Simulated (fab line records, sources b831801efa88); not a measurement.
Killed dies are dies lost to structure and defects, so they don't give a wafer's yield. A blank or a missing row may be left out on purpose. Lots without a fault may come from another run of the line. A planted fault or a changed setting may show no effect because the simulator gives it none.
Which tool did it? | flow sky130 | 14 lots, 41 wafers sampled, at 2 steps of a route of 708

WHAT THE GAUGES READ, wafer by wafer
SKY_LDD_P_TW_MEAS_11. Usual: LDD_P_TW 640.4, standard deviation 2.7.
lot  | measured     | on            | LDD_P_TW          | flag
L718 | day 18 23:23 | film_metro-03 | 642.4 643.8 637.7 |
L719 | day 19 11:31 | film_metro-01 | 644.1 643.7 639.1 |
L720 | day 19 11:57 | film_metro-01 | 640.3 641.8 642.8 |
L721 | day 20 04:44 | film_metro-03 | 643.6 643.5 640.2 |
L722 | day 20 10:39 | film_metro-02 | 633.6 638.7 638.3 |
L723 | day 21 08:19 | film_metro-03 | 638.5 637.4 636.4 |
L726 | day 21 23:44 | film_metro-01 | 640.5 640.0 644.2 |
L727 | day 22 11:59 | film_metro-02 | 639.1 639.3 640.2 |
L728 | day 22 15:32 | film_metro-03 | 636.9 638.1 638.3 |
L729 | day 23 05:10 | film_metro-02 | 641.0 640.4 640.6 |
L731 | day 23 23:32 | film_metro-01 | 604.7 642.8 642.5 | OFF
L733 | day 24 18:41 | film_metro-02 | 601.0 639.6       | OFF
L739 | day 26 17:04 | film_metro-01 | 640.4 639.2 640.3 |
L741 | day 27 05:51 | film_metro-02 | 637.7 636.5 637.7 |

WHICH TOOL RAN EACH LOT (tool, then ch and the chambers of the sampled wafers, then the start)
lot  | SKY_LDD_P_IMPLANT_09
L718 | implanter-01 ch 0, day 18 23:11
L719 | implanter-04 ch 0, day 19 11:16
L720 | implanter-01 ch 0, day 19 11:42
L721 | implanter-03 ch 0, day 20 04:29
L722 | implanter-04 ch 0, day 20 10:25
L723 | implanter-04 ch 0, day 21 08:05
L726 | implanter-04 ch 0, day 21 23:31
L727 | implanter-03 ch 0, day 22 11:44
L728 | implanter-01 ch 0, day 22 15:18
L729 | implanter-03 ch 0, day 23 04:56
L731 | implanter-03 ch 0, day 23 23:17
L733 | implanter-03 ch 0, day 24 18:27
L739 | implanter-01 ch 0, day 26 16:52
L741 | implanter-04 ch 0, day 27 05:36
- SKY_LDD_P_IMPLANT_09

WHAT THE TOOLS THEMSELVES READ (means of the sampled wafers that have a number; where no wafer has one, the mark that the record gives instead)
SKY_LDD_P_IMPLANT_09. Usual: beam_on_s 10.02 s, standard deviation 0.2; dose_ions_cm2 1.0001e+13, standard deviation 1.2e+10; faraday_current_uA 56.3, standard deviation 1.1.
lot  | tool         | beam_on_s (s) | dose_ions_cm2 | faraday_current_uA | flag
L718 | implanter-01 | 10.19         | 1.0001e+13    | 55.6               |
L719 | implanter-04 | 9.94          | 1.0002e+13    | 56.8               |
L720 | implanter-01 | 9.98          | 9.9977e+12    | 56.4               |
L721 | implanter-03 | 10.00         | 9.9820e+12    | 56.5               |
L722 | implanter-04 | 9.90          | 1.0002e+13    | 56.8               |
L723 | implanter-04 | 10.08         | 9.9827e+12    | 56.0               |
L726 | implanter-04 | 10.11         | 9.9880e+12    | 55.9               |
L727 | implanter-03 | 10.06         | 1.0000e+13    | 56.1               |
L728 | implanter-01 | 9.93          | 9.9833e+12    | 56.7               |
L729 | implanter-03 | 9.97          | 1.0009e+13    | 56.6               |
L731 | implanter-03 | 9.39          | 1.0010e+13    | 60.8               | OFF
L733 | implanter-03 | 9.18          | 1.0002e+13    | 62.1               | OFF
L739 | implanter-01 | 10.17         | 1.0001e+13    | 55.5               |
L741 | implanter-04 | 10.05         | 1.0002e+13    | 56.1               |

THE ANSWER, worked out from the rows above alone
Rule: a lot is off if the mean of its wafers that have a number lies more than 3 standard deviations from the usual mean. A lot without any number at a reading at which 4 lots or more have one is off too. The other lots that the step has rows for count as sound. The gauges are gone through in route order, then the tools' own readings, and for those a lot's mean is taken as printed above. The first step at which some lot is off is used, and at that step the reading that is off furthest; a lot without a number counts as furthest.
Off: L731, L733, at SKY_LDD_P_TW_MEAS_11 (LDD_P_TW).
A tool fits if, at a process step before that reading, it ran every lot that is off, and no sound lot after the first of them. The gauges at SKY_LDD_P_TW_MEAS_11 aren't tried: what is off there is off at SKY_LDD_P_IMPLANT_09 too, on other tools, and a gauge's error can't cause that. One fits: implanter-03 at SKY_LDD_P_IMPLANT_09. Its last sound lot is L729 (day 23 04:56), its first lot that is off L731 (day 23 23:17): a fault that began between those two fits.
The tool's own readings at SKY_LDD_P_IMPLANT_09 bear it out: on the lots that are off they differ by more than 5 times the standard deviation of the sound lots' means. beam_on_s reads 9.29 s there against 10.03 s on the sound lots; faraday_current_uA reads 61.5 there against 56.2 on the sound lots.

WHAT THE SIMULATOR HAD PUT IN
Process parameter drift: implanter-03, from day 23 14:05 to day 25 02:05, at SKY_LDD_P_IMPLANT_09. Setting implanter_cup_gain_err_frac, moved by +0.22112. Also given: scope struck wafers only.
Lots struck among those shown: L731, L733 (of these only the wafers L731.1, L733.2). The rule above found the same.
